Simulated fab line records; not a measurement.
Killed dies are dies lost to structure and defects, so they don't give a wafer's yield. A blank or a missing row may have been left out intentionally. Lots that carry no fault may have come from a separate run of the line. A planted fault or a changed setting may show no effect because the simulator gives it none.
Chamber matching	flow sky130	cmp-02 running SKY_VIA1_CMP_24: 4 sister chambers
The step polishes, stops on SiO2, t overpolish 15 s, target thk 0 nm. 8 wafers are shown with their chamber, then 7 later ones without.

## EACH WAFER AND ITS CHAMBER
wafer	chamber	motor current A (A)	time to endpoint s (s)
L561.3	3	9.9	58.8
L574.4	1	12.3	62.5
L574.5	2	10.3	64.4
L574.6	1	11.4	66.0
L575.3	2	10.3	63.4
L575.5	0	13.1	66.4
L576.1	0	11.8	65.7
L576.3	3	10.5	60.8

## WAFERS WHOSE CHAMBER IS MISSING
wafer	motor current A (A)	time to endpoint s (s)
L576.5	10.2	63.5
L577.3	9.9	60.1
L577.4	11.5	64.8
L577.6	13.1	64.1
L578.2	9.8	64.9
L578.3	9.7	62.9
L578.5	12.7	64.3

## EACH ONE'S CHAMBER
wafer	from the rows above	in truth
L576.5	2	2
L577.3	3	3
L577.4	can't be placed: 1 or 0 or 2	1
L577.6	can't be placed: 0 or 1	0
L578.2	2	2
L578.3	can't be placed: 2 or 3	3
L578.5	can't be placed: 0 or 1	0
Placed correctly: 3 of 7. Not placeable from these rows: 4 (in 4, the candidates include the true chamber). 0 placed wrongly.
How it was worked out, from the rows above alone: a wafer's distance from a chamber is the root of the sum, over the readings, of the square of ((its reading less the chamber's mean) divided by the reading's scatter). The wafer belongs to the nearest chamber; if the next one is less than 2 further off, it can't be placed. Each chamber's mean is taken over the wafers shown for it. How the scatter is found: for the shown wafers, subtract from each reading the mean of its chamber, square and add these, divide the total by (wafers less chambers), then take the root.
